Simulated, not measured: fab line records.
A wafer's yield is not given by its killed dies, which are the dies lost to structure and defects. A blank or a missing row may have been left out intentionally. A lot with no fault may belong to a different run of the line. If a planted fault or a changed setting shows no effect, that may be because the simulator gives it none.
Chamber matching :: flow gf180mcu :: rie-si-01 running GF_STI_ETCH_14: 4 sister chambers
The step etches Si in HBr/Cl2/O2, target depth 360 nm, time 102.9 s. 8 wafers are shown with their chamber, then 12 later ones without.

== WAFERS WITH THEIR CHAMBER ==
wafer: L085.4
chamber: 3
drypump-motor-current-A (A): 5.8
oes-product-au (a.u.): 0.991

wafer: L085.5
chamber: 0
drypump-motor-current-A (A): 5.1
oes-product-au (a.u.): 1.007

wafer: L088.1
chamber: 1
drypump-motor-current-A (A): 5.7
oes-product-au (a.u.): 1.004

wafer: L088.2
chamber: 2
drypump-motor-current-A (A): 6.0
oes-product-au (a.u.): 1.012

wafer: L088.6
chamber: 0
drypump-motor-current-A (A): 5.2
oes-product-au (a.u.): 1.009

wafer: L089.3
chamber: 2
drypump-motor-current-A (A): 6.0
oes-product-au (a.u.): 1.007

wafer: L089.4
chamber: 3
drypump-motor-current-A (A): 5.7
oes-product-au (a.u.): 0.998

wafer: L089.5
chamber: 1
drypump-motor-current-A (A): 5.7
oes-product-au (a.u.): 1.009

== WAFERS WITHOUT THEIR CHAMBER ==
wafer: L090.1
drypump-motor-current-A (A): 5.7
oes-product-au (a.u.): 1.010

wafer: L090.3
drypump-motor-current-A (A): 6.1
oes-product-au (a.u.): 1.002

wafer: L090.6
drypump-motor-current-A (A): 5.1
oes-product-au (a.u.): 1.004

wafer: L091.1
drypump-motor-current-A (A): 5.8
oes-product-au (a.u.): 0.999

wafer: L091.2
drypump-motor-current-A (A): 6.1
oes-product-au (a.u.): 0.995

wafer: L091.5
drypump-motor-current-A (A): 5.2
oes-product-au (a.u.): 1.002

wafer: L096.2
drypump-motor-current-A (A): 6.0
oes-product-au (a.u.): 1.000

wafer: L096.3
drypump-motor-current-A (A): 5.7
oes-product-au (a.u.): 1.009

wafer: L096.6
drypump-motor-current-A (A): 5.7
oes-product-au (a.u.): 0.999

wafer: L097.2
drypump-motor-current-A (A): 6.0
oes-product-au (a.u.): 0.992

wafer: L097.5
drypump-motor-current-A (A): 5.7
oes-product-au (a.u.): 1.004

wafer: L097.6
drypump-motor-current-A (A): 5.2
oes-product-au (a.u.): 1.001

== CHAMBER TAKEN BY EACH ==
wafer: L090.1
from the rows above: 1
in truth: 1

wafer: L090.3
from the rows above: 2
in truth: 2

wafer: L090.6
from the rows above: 0
in truth: 0

wafer: L091.1
from the rows above: can't be placed: 3 or 1
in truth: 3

wafer: L091.2
from the rows above: 2
in truth: 2

wafer: L091.5
from the rows above: 0
in truth: 0

wafer: L096.2
from the rows above: 2
in truth: 2

wafer: L096.3
from the rows above: 1
in truth: 1

wafer: L096.6
from the rows above: can't be placed: 3 or 1
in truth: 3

wafer: L097.2
from the rows above: can't be placed: 2 or 3
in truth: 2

wafer: L097.5
from the rows above: 1
in truth: 1

wafer: L097.6
from the rows above: 0
in truth: 0
Correct placement for 9 of the 12. From these rows, 3 cannot be placed; in 3 the true chamber is one of the candidates. Wrongly placed: 0.
How it was worked out, from the rows above alone: a wafer's distance from a chamber is the root of the sum, over the readings, of the square of ((its reading less the chamber's mean) divided by the reading's scatter). If the next closest chamber is less than 2 further off than the closest, the wafer can't be placed; otherwise it belongs to the closest. Each chamber's mean is taken over the wafers shown for it. The scatter: the root of (the sum of the squares of (reading less its chamber's mean) over the shown wafers, divided by (wafers less chambers)).
